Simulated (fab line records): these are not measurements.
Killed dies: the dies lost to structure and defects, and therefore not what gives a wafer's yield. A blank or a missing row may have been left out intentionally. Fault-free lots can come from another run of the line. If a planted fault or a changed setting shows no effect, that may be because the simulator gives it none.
Matching of chambers + flow gf180mcu + GF_V5_CMP_04 on cmp-02: 4 sister chambers
The step polishes SiO2. 4 wafers are shown with their chamber, then 7 later ones without.

EACH WAFER AND ITS CHAMBER
| wafer  | chamber | motorCurrentA (A) |
|--------|---------|-------------------|
| L079.3 | 0       | 11.6              |
| L079.6 | 2       | 12.5              |
| L088.1 | 1       | 14.2              |
| L088.3 | 3       | 11.3              |

WAFERS MISSING THEIR CHAMBER
| wafer  | motorCurrentA (A) |
|--------|-------------------|
| L088.6 | 14.1              |
| L089.3 | 11.5              |
| L089.4 | 14.3              |
| L089.6 | 10.9              |
| L096.1 | 13.5              |
| L096.2 | 11.6              |
| L096.6 | 10.7              |

WHICH CHAMBER EACH ONE RAN IN
| wafer  | from the rows above     | in truth |
|--------|-------------------------|----------|
| L088.6 | 1                       | 1        |
| L089.3 | can't be placed: 0 or 3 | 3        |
| L089.4 | 1                       | 1        |
| L089.6 | can't be placed: 3 or 0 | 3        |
| L096.1 | can't be placed: 1 or 2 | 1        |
| L096.2 | can't be placed: 0 or 3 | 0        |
| L096.6 | can't be placed: 3 or 0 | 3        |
2 of 7 placed correctly. Can't be placed from these rows: 5 (the true chamber is among the candidates in 5). Wrongly placed: 0.
How it was worked out, from the rows above alone: a wafer's distance from a chamber is the root of the sum, over the readings, of the square of ((its reading less the chamber's mean) divided by the reading's scatter). If the next closest chamber is less than 2 further off than the closest, the wafer can't be placed; otherwise it belongs to the closest. The mean given for a chamber averages the wafers shown for that chamber. The scatter: with one shown wafer a chamber, the root of the mean of the squares of how far each hidden wafer lies from its nearest shown one.
